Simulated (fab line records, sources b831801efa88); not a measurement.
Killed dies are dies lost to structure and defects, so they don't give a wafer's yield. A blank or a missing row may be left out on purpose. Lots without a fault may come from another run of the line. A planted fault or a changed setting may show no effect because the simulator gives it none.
Problem report in the 8D (eight disciplines) form, filled by code | flow sky130 | the parts of the form that need people (team, actions taken, sign-off) are left out

1. THE PROBLEM
VIA3_HDPCVD_THK at SKY_VIA3_THK_MEAS_01 reads a mean of 1005 nm on 1 wafer of 1 lot; wafers without a fault read 1638 nm with a standard deviation of 17. That is -37 standard deviations from the usual mean.
First seen on wafer L250.5, day 43 00:10, on film_metro-03. The record holds 39 wafers of 13 lots with a number at this step. Rule for "out", or "out of limits": more than 4 standard deviations from the usual mean. The other wafers with a number count as sound.

2. WHAT IT IS AND WHAT IT IS NOT
question                    | is                | is not
which readings at this step | VIA3_HDPCVD_THK   | -
which lots                  | L250              | L236, L240, L241, L242, L243, L244, L245, L246, L247, L255, L256, L258
which wafers of those lots  | L250.5            | L250.2, L250.6
read on which gauges        | film_metro-03     | film_metro-01, film_metro-04
when                        | from day 43 00:10 | up to then (29 sound wafers); but 9 sound wafers of L255, L256, L258 came after

3. SUSPECTS, AND WHAT RULES EACH OUT
Counting: a tool at a process step up to the reading stays a suspect if it ran every lot that is out. Sound lots after the first of them don't rule it out here, since some wafers of a struck lot are sound.
- the gauge at SKY_VIA3_THK_MEAS_01: kept. All the wafers that are out were read on film_metro-03, and no step on other tools shows them out.
- plasma_asher-02 at SKY_VIA2_STRIP_16 (strips in O2/N2): kept. It ran the lot that is out, L250 (day 40 20:16); its last sound lot up to then is L247 (day 39 14:06).
- pvd_sputter-04 at SKY_METAL3_SPUTTER_00 (material Ti, target thk 15 nm, time 10 s): kept. It ran the lot that is out, L250 (day 40 21:56); its last sound lot up to then is L245 (day 39 06:38).
- pvd_sputter-04 at SKY_METAL3_SPUTTER_02 (material AlCu, target thk 735 nm, time 39.1 s): kept. It ran the lot that is out, L250 (day 40 21:59); its last sound lot up to then is L245 (day 39 06:41).
- hdpcvd-02 at SKY_VIA3_HDPCVD_00 (deposits SiO2, target thk 1635 nm, time 272.5 s): kept. It ran the lot that is out, L250 (day 42 23:59); its last sound lot up to then is L246 (day 41 15:07).
Left after counting: plasma_asher-02 at SKY_VIA2_STRIP_16, pvd_sputter-04 at SKY_METAL3_SPUTTER_00, pvd_sputter-04 at SKY_METAL3_SPUTTER_02, hdpcvd-02 at SKY_VIA3_HDPCVD_00, film_metro-03 at SKY_VIA3_THK_MEAS_01.

4. THE CAUSE (what the simulator had put in)
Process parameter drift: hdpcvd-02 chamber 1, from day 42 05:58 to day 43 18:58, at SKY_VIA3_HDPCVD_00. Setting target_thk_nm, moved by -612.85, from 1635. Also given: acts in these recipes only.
Counting left 5 suspects, and this tool is among them.

5. THE CHAIN OF EFFECTS, in route order
Each row: a reading whose mean over the struck wafers that have a number lies more than 3 standard deviations from the usual. Only readings for which the record gives a usual standard deviation are gone through. hours: the time from each lot's start at the first step in this table that gives one to its start at this step, as a median over the lots. sigmas: the change in usual standard deviations.
hours | step                 | reading         | usual   | on struck wafers | change | sigmas
0     | SKY_VIA3_THK_MEAS_01 | VIA3_HDPCVD_THK | 1638 nm | 1005             | -633   | -37

6. WHAT WOULD HAVE CAUGHT IT SOONER
In this record the first reading out of limits at a measuring or inspecting step was taken at day 43 00:10, 18 hours after the fault began at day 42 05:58.
All the lots that are out (1) had begun SKY_VIA3_HDPCVD_00 on hdpcvd-02 by day 43 00:10. A hold on the tool at that time would have spared none of them.
